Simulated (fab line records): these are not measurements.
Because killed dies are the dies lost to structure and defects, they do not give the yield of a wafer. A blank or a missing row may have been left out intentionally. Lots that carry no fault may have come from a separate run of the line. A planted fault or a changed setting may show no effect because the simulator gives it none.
Which tool is to blame? || flow gf180mcu || 13 lots with 39 wafers sampled at 2 steps, on a route of 602 steps

== WHAT EACH GAUGE READ, for each wafer ==
GF_V3_THK_MEAS_03. Usual: for V3_CVD_02_THK the level is 851 nm and the standard deviation is 11.
{"lot": "L625", "measured": "day 21 16:23", "on": "filmMetro-04", "V3_CVD_02_THK (nm)": "844 845 855", "flag": ""}
{"lot": "L627", "measured": "day 22 14:13", "on": "filmMetro-02", "V3_CVD_02_THK (nm)": "852 863 872", "flag": ""}
{"lot": "L629", "measured": "day 23 03:09", "on": "filmMetro-04", "V3_CVD_02_THK (nm)": "849 855 871", "flag": ""}
{"lot": "L630", "measured": "day 23 10:19", "on": "filmMetro-04", "V3_CVD_02_THK (nm)": "851 855 851", "flag": ""}
{"lot": "L631", "measured": "day 23 20:41", "on": "filmMetro-02", "V3_CVD_02_THK (nm)": "840 847 849", "flag": ""}
{"lot": "L632", "measured": "day 24 04:07", "on": "filmMetro-03", "V3_CVD_02_THK (nm)": "852 873 869", "flag": ""}
{"lot": "L633", "measured": "day 24 11:47", "on": "filmMetro-02", "V3_CVD_02_THK (nm)": "848 853 863", "flag": ""}
{"lot": "L634", "measured": "day 24 18:32", "on": "filmMetro-03", "V3_CVD_02_THK (nm)": "848 825 856", "flag": ""}
{"lot": "L635", "measured": "day 25 04:27", "on": "filmMetro-03", "V3_CVD_02_THK (nm)": "849 854 857", "flag": ""}
{"lot": "L640", "measured": "day 26 19:35", "on": "filmMetro-02", "V3_CVD_02_THK (nm)": "865 856 854", "flag": ""}
{"lot": "L644", "measured": "day 28 22:45", "on": "filmMetro-04", "V3_CVD_02_THK (nm)": "840 869 856", "flag": ""}
{"lot": "L646", "measured": "day 29 03:28", "on": "filmMetro-02", "V3_CVD_02_THK (nm)": "845 840 855", "flag": ""}
{"lot": "L647", "measured": "day 29 08:29", "on": "filmMetro-03", "V3_CVD_02_THK (nm)": "837 851 859", "flag": ""}

== TOOL THAT RAN EACH LOT (tool first, then ch and the chambers of the sampled wafers, then the start) ==
{"lot": "L625", "GF_V3_CVD_02": "pecvd-03 ch 0,1,2, day 21 16:20"}
{"lot": "L627", "GF_V3_CVD_02": "pecvd-01 ch 1,2, day 22 14:09"}
{"lot": "L629", "GF_V3_CVD_02": "pecvd-01 ch 0,2, day 23 03:04"}
{"lot": "L630", "GF_V3_CVD_02": "pecvd-03 ch 0,1, day 23 10:14"}
{"lot": "L631", "GF_V3_CVD_02": "pecvd-02 ch 0,1,2, day 23 20:37"}
{"lot": "L632", "GF_V3_CVD_02": "pecvd-01 ch 1,2, day 24 04:02"}
{"lot": "L633", "GF_V3_CVD_02": "pecvd-03 ch 0,1, day 24 11:43"}
{"lot": "L634", "GF_V3_CVD_02": "pecvd-03 ch 1,2, day 24 18:27"}
{"lot": "L635", "GF_V3_CVD_02": "pecvd-03 ch 1,2, day 25 04:22"}
{"lot": "L640", "GF_V3_CVD_02": "pecvd-02 ch 0,1, day 26 19:31"}
{"lot": "L644", "GF_V3_CVD_02": "pecvd-03 ch 0,2, day 28 22:40"}
{"lot": "L646", "GF_V3_CVD_02": "pecvd-02 ch 0,2, day 29 03:24"}
{"lot": "L647", "GF_V3_CVD_02": "pecvd-02 ch 0,2, day 29 08:25"}
- GF_V3_CVD_02: deposits SiO2 from TEOS, target thk 850 nm, time 94.851 s.

== AS READ BY THE TOOLS THEMSELVES (means over the sampled wafers that have a number; for cases with no such wafer, the mark the record gives instead) ==
GF_V3_CVD_02. Usual: 617 W for heaterPowerW, sd 110.
{"lot": "L625", "tool": "pecvd-03", "heaterPowerW (W)": 657, "flag": ""}
{"lot": "L627", "tool": "pecvd-01", "heaterPowerW (W)": 536, "flag": ""}
{"lot": "L629", "tool": "pecvd-01", "heaterPowerW (W)": 514, "flag": ""}
{"lot": "L630", "tool": "pecvd-03", "heaterPowerW (W)": 720, "flag": ""}
{"lot": "L631", "tool": "pecvd-02", "heaterPowerW (W)": 654, "flag": ""}
{"lot": "L632", "tool": "pecvd-01", "heaterPowerW (W)": 511, "flag": ""}
{"lot": "L633", "tool": "pecvd-03", "heaterPowerW (W)": 678, "flag": ""}
{"lot": "L634", "tool": "pecvd-03", "heaterPowerW (W)": 624, "flag": ""}
{"lot": "L635", "tool": "pecvd-03", "heaterPowerW (W)": 645, "flag": ""}
{"lot": "L640", "tool": "pecvd-02", "heaterPowerW (W)": 588, "flag": ""}
{"lot": "L644", "tool": "pecvd-03", "heaterPowerW (W)": 585, "flag": ""}
{"lot": "L646", "tool": "pecvd-02", "heaterPowerW (W)": 782, "flag": ""}
{"lot": "L647", "tool": "pecvd-02", "heaterPowerW (W)": 678, "flag": ""}

== THE ANSWER, worked out from the rows above alone ==
Rule: a lot is off if the mean of its wafers that have a number lies more than 3 standard deviations from the usual mean. Also off: a lot with no number at a reading for which 4 or more lots have one. The other lots that the step has rows for count as sound. After the gauges, taken in route order, come the tools' own readings; for these a lot's mean is taken, as printed above. At the first step where some lot is off, the reading lying furthest off is the one used; lots without a number count as furthest.
No lot is off at any reading shown: from this, nothing can be told.

== WHAT HAD BEEN PUT IN BY THE SIMULATOR ==
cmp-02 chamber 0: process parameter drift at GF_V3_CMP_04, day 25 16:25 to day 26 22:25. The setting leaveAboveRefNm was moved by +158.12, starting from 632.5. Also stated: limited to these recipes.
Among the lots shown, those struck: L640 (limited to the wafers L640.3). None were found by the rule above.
